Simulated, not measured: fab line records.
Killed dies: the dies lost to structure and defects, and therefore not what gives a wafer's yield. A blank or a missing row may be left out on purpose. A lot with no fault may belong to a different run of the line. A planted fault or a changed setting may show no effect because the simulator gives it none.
fab line records    flow sky130
record lots=12  wafers=36  lastDay=50
route steps=708 shown CAP2M@617 VIA4@640 METAL5@664 PAD_OPEN@708
lots with no fault: from the same line, run without faults
startH: hours from the record's opening day to when the first of the lot's shown wafers began    waitH: how many hours have passed since the lot's step before this one    " unchanged from the row above    L1.1+2: a row that stands for several wafers    - no value, or no start given    * or withheld: withheld    < > ~ a bound
route shown NAME@n: a module of which the file shows steps, and the number in the route of the first    usual: the fault-free wafers' mean and standard deviation    same: alike in all rows    chamber/n: place in a boat    sites: the reading at each site    _std_site: the standard deviation of these    _edge_site: inner sites' mean taken away from outer sites' mean    radiusMm: how far each site lies from the wafer's centre    mask NAME#n: copy n    behind: the tool/chamber that last shaped the wafer    hold: the reason the lot was held/the length of the hold in hours/how it ended    device: names the non-switching transistor (n, p or np)    end of line: the route-end tests of the same wafers    a step without rows: its recipe alone    killed: the dies lost at the first sort to structure and to defects; this is not the yield of the wafer    map: a wafer's dies, x killed, . not, _ none there
set.NAME: the setting the step ran with; set.NAME@STEP: the setting that earlier step ran with    model.NAME: the simulator's own value behind a step, which no gauge read
a sample of lots followed through the steps of the route, with each step as a table and each wafer as a row
services: when a tool's chamber went out of use (startH, in hours from the record's first day, below 0 if earlier), for how many hours, and the reason
## steps
# step SKY_CAP2M_STRIP_14
# recipe chemistry=O2/N2  powerW=1400  pressureMtorr=1500  platenTempC=withheld  o2FlowSccm=3000  n2FlowSccm=300  overashFraction=0.5
# usual drypumpMotorCurrentA=5.8/0.5  oesProductAu=0.711/0.0042  stripTimeToEndpointS=12.66/0.043
lot.wafer  tool            chamber  startH   waitH  drypumpMotorCurrentA  oesProductAu  rfHoursCounterH  stripTimeToEndpointS
L964.2     plasmaAsher-01  1        947.99   0.1    5.9                   0.714         18               12.70
L964.3     "               1        "        "      5.9                   0.719         -                12.67
L964.5     "               0        "        "      5.4                   0.714         -                12.71
L965.2     plasmaAsher-03  0        974.72   0.1    6.5                   0.722         117              12.68
L965.3     "               0        "        "      6.5                   0.708         -                12.76
L965.4     "               1        "        "      5.9                   0.712         -                12.63
L966.1     plasmaAsher-01  0        977.92   0.1    5.4                   0.703         21               12.66
L966.5     "               0        "        "      5.4                   0.708         -                12.67
L966.6     "               1        "        "      5.9                   0.711         -                12.68
L970.2     plasmaAsher-03  1        993.52   0.1    5.9                   0.712         119              12.70
L970.4     "               1        "        "      5.9                   0.707         -                12.65
L970.6     "               1        "        "      5.9                   0.713         -                12.69
L973.3     plasmaAsher-03  1        1012.50  0.1    5.9                   0.710         -                12.64
L973.4     "               0        "        "      6.5                   0.711         -                12.65
L973.6     "               0        "        "      6.5                   0.709         -                12.57
L974.1     plasmaAsher-01  1        1026.02  0.1    5.9                   0.715         26               12.78
L974.2     "               0        "        "      5.4                   0.713         26               12.74
L974.5     "               0        "        "      5.4                   0.710         -                12.72
L975.1     plasmaAsher-01  1        1034.54  0.1    5.9                   0.705         27               12.69
L975.3     "               1        "        "      5.9                   0.700         -                12.68
L975.6     "               1        "        "      5.9                   0.702         -                12.61
L978.1     plasmaAsher-03  0        1073.47  0.1    6.5                   0.705         1                12.69
L978.5     "               0        "        "      6.5                   0.725         -                12.66
L978.6     "               1        "        "      5.9                   0.709         -                12.69
L980.4     plasmaAsher-01  1        1076.60  0.1    5.9                   0.709         -                12.71
L980.5     "               1        "        "      5.9                   0.717         -                12.64
L980.6     "               0        "        "      5.4                   0.709         -                12.66
L986.1     plasmaAsher-02  1        1109.37  0.1    6.1                   0.715         95               12.66
L986.4     "               1        "        "      6.2                   0.710         -                12.60
L986.5     "               1        "        "      6.2                   0.712         -                12.64
L985.1     plasmaAsher-03  1        1112.42  0.1    6.0                   0.717         5                12.60
L985.5     "               1        "        "      5.9                   0.707         -                12.65
L985.6     "               0        "        "      6.5                   0.716         -                12.60
L987.1     plasmaAsher-02  0        1112.59  0.1    5.0                   0.703         95               12.61
L987.2     "               1        "        "      6.2                   0.704         95               12.60
L987.5     "               0        "        "      5.0                   0.707         -                12.62
# step SKY_VIA4_THK_MEAS_01
# recipe reads=SiO2_of_VIA4_HDPCVD_00
# usual VIA4_HDPCVD_THK=1748/15
lot.wafer  tool          chamber  startH   waitH  VIA4_HDPCVD_THK[nm]
L964.2     filmMetro-01  -        973.85   0.1    1726
L964.3     "             -        "        "      1751
L964.5     "             -        "        "      1768
L965.2     filmMetro-02  -        999.19   0.1    1741
L965.3     "             -        "        "      1739
L965.4     "             -        "        "      1732
L966.1     filmMetro-02  -        1002.36  0.1    1738
L966.5     "             -        "        "      1748
L966.6     "             -        "        "      1749
L970.2     filmMetro-01  -        1018.27  0.1    1732
L970.4     "             -        "        "      1760
L970.6     "             -        "        "      1758
L973.3     filmMetro-03  -        1036.58  0.1    1749
L973.4     "             -        "        "      1759
L973.6     "             -        "        "      1735
L974.1     filmMetro-01  -        1049.83  0.1    1772
L974.2     "             -        "        "      1755
L974.5     "             -        "        "      1769
L975.1     filmMetro-03  -        1058.24  0.1    1736
L975.3     "             -        "        "      1749
L975.6     "             -        "        "      1726
L978.1     filmMetro-02  -        1096.58  0.1    1732
L978.5     "             -        "        "      1754
L978.6     "             -        "        "      1756
L980.4     filmMetro-03  -        1100.32  0.0    1753
L980.5     "             -        "        "      1759
L980.6     "             -        "        "      1783
L986.1     filmMetro-03  -        1130.16  0.1    1739
L986.4     "             -        "        "      1743
L986.5     "             -        "        "      1754
L985.1     filmMetro-03  -        1133.19  0.1    1699
L985.5     "             -        "        "      1739
L985.6     "             -        "        "      1723
L987.1     filmMetro-02  -        1134.34  0.1    1748
L987.2     "             -        "        "      1752
L987.5     "             -        "        "      1758
# step SKY_VIA4_ETCH_12
# recipe target=SiO2  chemistry=C4F8/O2/Ar  stopOn=TiN  maskMaterial=NOVOLAK  sourceW=1500  biasW=1200  pressureMtorr=40  c4f8FlowSccm=withheld  O2_flow_sccm=6  Ar_flow_sccm=300  timeS=withheld  targetDepthA=5800
# usual oesProductAu=0.926/0.0046
lot.wafer  tool        chamber  startH   waitH  oesProductAu
L964.2     rieDiel-02  1        997.09   0.0    0.924
L964.3     "           0        "        "      0.926
L964.5     "           0        "        "      0.923
L965.2     rieDiel-01  3        1022.57  0.0    0.926
L965.3     "           2        "        "      0.926
L965.4     "           0        "        "      0.924
L966.1     rieDiel-01  3        1025.93  0.0    0.929
L966.5     "           3        "        "      0.926
L966.6     "           0        "        "      0.926
L970.2     rieDiel-04  3        1040.58  0.0    0.925
L970.4     "           1        "        "      0.925
L970.6     "           1        "        "      0.933
L973.3     rieDiel-02  1        1058.84  0.0    0.931
L973.4     "           3        "        "      0.923
L973.6     "           3        "        "      0.925
L974.1     rieDiel-01  1        1071.33  0.0    0.918
L974.2     "           0        "        "      0.925
L974.5     "           1        "        "      0.923
L975.1     rieDiel-04  3        1079.48  0.0    0.922
L975.3     "           0        "        "      0.922
L975.6     "           1        "        "      0.926
L978.1     rieDiel-04  0        1115.39  0.0    0.932
L978.5     "           0        "        "      0.924
L978.6     "           3        "        "      0.931
L980.4     rieDiel-04  2        1119.24  0.0    0.921
L980.5     "           3        "        "      0.926
L980.6     "           0        "        "      0.928
L986.1     rieDiel-01  2        1148.83  0.0    0.917
L986.4     "           3        "        "      0.929
L986.5     "           2        "        "      0.924
L985.1     rieDiel-01  1        1152.18  0.0    0.930
L985.5     "           2        "        "      0.938
L985.6     "           1        "        "      0.927
L987.1     rieDiel-04  1        1152.49  0.0    0.924
L987.2     "           2        "        "      0.926
L987.5     "           1        "        "      0.925
# step SKY_METAL5_SPUTTER_03
# recipe material=Ti  targetThkNm=5  powerW=3000  timeS=3.3  chamberPressurePa=0.4
# usual cathodeDcPowerW=3000.0/0.57  throttleValvePct=30.7/1.1
# same timeS=3.3
lot.wafer  tool           chamber  startH   waitH  cathodeDcPowerW  throttleValvePct
L964.2     pvdSputter-02  -        998.59   0.0    3000.0           31.5
L964.3     "              -        "        "      3001.0           30.4
L964.5     "              -        "        "      3000.5           29.6
L965.2     pvdSputter-02  -        1024.02  0.0    2999.0           30.0
L965.3     "              -        "        "      3000.2           29.4
L965.4     "              -        "        "      3000.5           32.2
L966.1     pvdSputter-01  -        1027.38  0.0    2999.8           30.4
L966.5     "              -        "        "      2998.9           31.3
L966.6     "              -        "        "      3000.3           32.4
L970.2     pvdSputter-02  -        1042.03  0.0    2999.6           29.9
L970.4     "              -        "        "      3000.2           32.1
L970.6     "              -        "        "      3000.1           29.3
L973.3     pvdSputter-02  -        1060.30  0.0    2510.2           30.1
L973.4     "              -        "        "      2510.0           31.7
L973.6     "              -        "        "      2511.0           32.1
L974.1     pvdSputter-03  -        1072.78  0.0    2999.0           31.0
L974.2     "              -        "        "      3000.1           29.3
L974.5     "              -        "        "      3000.6           29.2
L975.1     pvdSputter-02  -        1080.99  0.0    2510.6           31.3
L975.3     "              -        "        "      2511.1           32.3
L975.6     "              -        "        "      2510.2           31.5
L978.1     pvdSputter-01  -        1116.90  0.0    3000.4           30.6
L978.5     "              -        "        "      3000.3           31.3
L978.6     "              -        "        "      2999.6           32.4
L980.4     pvdSputter-03  -        1120.70  0.0    3000.3           29.0
L980.5     "              -        "        "      3000.2           29.8
L980.6     "              -        "        "      3001.1           29.2
L986.1     pvdSputter-02  -        1150.32  0.0    3000.5           31.4
L986.4     "              -        "        "      3000.2           30.0
L986.5     "              -        "        "      2998.0           31.5
L985.1     pvdSputter-03  -        1153.64  0.0    2999.7           29.3
L985.5     "              -        "        "      3000.4           29.2
L985.6     "              -        "        "      3000.7           31.1
L987.1     pvdSputter-02  -        1154.03  0.0    3000.2           30.1
L987.2     "              -        "        "      2999.7           32.2
L987.5     "              -        "        "      3000.1           30.2
# step SKY_PAD_OPEN_PROBE_99
# usual defectLimitedYield=82.5/2.1  killed_at_M0_to_M3=43/6.8  killed_at_M4_up=3.2/1.7  killedAtContacts=24/5.6  killedAtFrontEnd=15/4.7  killedAtOther=0.3/0.59  killedDies=86/10  killedOpen=47/6.8  killedShort=39/6.4  sort_bin_3_pad_short=0.9/0.42  sort_bin_5_function=10.5/1.6  sort_bin_6_memory=6.2/1.1  sortNPass=406/10  sortYieldPct=82.5/2.1
# same grossDies=492  killedAtBackSide=0  sort_bin_4_leakage[%]=0  sort_bin_8_speed[%]=0
lot.wafer  tool       chamber  startH   waitH  defectLimitedYield[%]  killed_at_M0_to_M3  killed_at_M4_up  killedAtContacts  killedAtFrontEnd  killedAtOther  killedDies  killedOpen  killedShort  sort_bin_3_pad_short[%]  sort_bin_5_function[%]  sort_bin_6_memory[%]  sortNPass  sortYieldPct[%]
L973.3     prober-01  -        1125.60  0.2    82.1                   38                  3                32                15                0              88          46          42           0.6                      10.4                    6.9                   404        82.1
L973.4     prober-01  -        1125.65  0.2    84.1                   34                  3                32                9                 0              78          43          34           0.8                      10.2                    4.9                   414        84.1
L973.6     prober-01  -        1125.75  0.2    84.3                   47                  3                16                11                0              77          43          32           0.4                      10.0                    5.3                   415        84.3
L978.1     prober-01  -        1173.53  0.1    80.5                   41                  0                36                17                2              96          50          46           0.8                      13.0                    5.7                   396        80.5
L978.5     prober-01  -        1173.73  0.2    82.7                   48                  0                20                17                0              85          43          42           0.8                      9.3                     7.1                   407        82.7
L978.6     prober-01  -        1173.78  0.2    82.7                   43                  5                25                12                0              85          44          41           0.8                      12.0                    4.5                   407        82.7
# killed by level:class
L973.3 CONTACT:geometricParticle:open=13 VIA1:geometricParticle:open=8 LI_CONTACT:geometricParticle:open=8 LOCAL_INTERCONNECT:geometricParticle:short=7 FIELD_ISO:geometricParticle:open=5 METAL1:geometricParticle:short=5 VIA3:geometricParticle:open=4 VIA1:geometricParticle:short=4
L973.4 CONTACT:geometricParticle:open=14 VIA1:geometricParticle:open=9 LI_CONTACT:geometricParticle:open=7 METAL1:geometricParticle:short=5 CONTACT:geometricParticle:short=5 VIA3:geometricParticle:open=5 FIELD_ISO:geometricParticle:short=4 VIA1:geometricParticle:short=4
L973.6 VIA1:geometricParticle:open=12 VIA3:geometricParticle:open=10 CONTACT:geometricParticle:open=7 METAL1:geometricParticle:short=5 METAL1:geometricParticle:open=3 POLY_GATE:geometricParticle:short=3 LI_CONTACT:geometricParticle:open=3 CONTACT:geometricParticle:short=3
L978.1 METAL2:geometricParticle:short=11 CONTACT:geometricParticle:open=11 LI_CONTACT:geometricParticle:open=9 CONTACT:geometricParticle:short=7 VIA1:geometricParticle:open=7 VIA1:geometricParticle:short=6 LOCAL_INTERCONNECT:geometricParticle:short=5 FIELD_ISO:geometricParticle:open=4
L978.5 VIA1:geometricParticle:open=12 METAL1:geometricParticle:short=7 METAL2:geometricParticle:short=7 FIELD_ISO:geometricParticle:open=5 CONTACT:geometricParticle:open=5 VIA1:geometricParticle:short=5 VIA3:geometricParticle:short=4 LOCAL_INTERCONNECT:geometricParticle:short=4
L978.6 VIA1:geometricParticle:open=9 VIA1:geometricParticle:short=8 CONTACT:geometricParticle:open=7 LI_CONTACT:geometricParticle:open=6 METAL1:geometricParticle:short=5 METAL2:geometricParticle:short=5 VIA2:geometricParticle:open=5 CONTACT:geometricParticle:short=4
## services
tool            chamber  startH   hours  kind
rieDiel-02      1        927.62   3.8    repair
plasmaAsher-01  -        938.58   1.5    repair
rieDiel-01      0        953.63   3.6    repair
pvdSputter-02   -        961.41   1.0    repair
plasmaAsher-03  -        962.74   0.6    repair
rieDiel-04      3        966.61   9.7    repair
rieDiel-04      2        979.52   9.5    repair
plasmaAsher-01  -        981.27   4.0    pm
plasmaAsher-03  -        986.19   2.8    pm
plasmaAsher-03  -        1045.14  2.0    repair
plasmaAsher-03  -        1055.25  9.0    pm
plasmaAsher-03  0        1055.25  9.0    ventCycle
pvdSputter-03   -        1059.42  3.0    repair
rieDiel-04      3        1065.48  12.2   repair
rieDiel-01      3        1066.40  14.3   repair
rieDiel-04      0        1068.33  2.3    repair
rieDiel-02      0        1080.82  6.9    repair
rieDiel-02      -        1081.95  2.8    pm
rieDiel-01      0        1085.67  3.6    repair
rieDiel-01      0        1093.59  7.3    repair
plasmaAsher-01  -        1097.46  8.4    repair
pvdSputter-02   -        1108.06  4.8    repair
pvdSputter-03   -        1113.77  1.7    repair
plasmaAsher-02  -        1119.09  2.8    pm
## key
firstSign step=SKY_METAL5_SPUTTER_03  reading=cathodeDcPowerW  direction=down  sigmas=99+  usual=3000.0  struck=2510.5
effect none on later readings
metAt SKY_METAL5_SPUTTER_03
struckLots L973,L975
notActingAt SKY_CAP2M_STRIP_14,SKY_VIA4_THK_MEAS_01,SKY_VIA4_ETCH_12
onsetBetween 1042.03 1060.30
fault kind=processParameterDrift  tool=pvdSputter-02  chamber=-  onsetH=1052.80  steps=SKY_METAL5_SPUTTER_03  channel=powerW  offset=*  shape=step  endH=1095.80  actsIn=*  stated=*
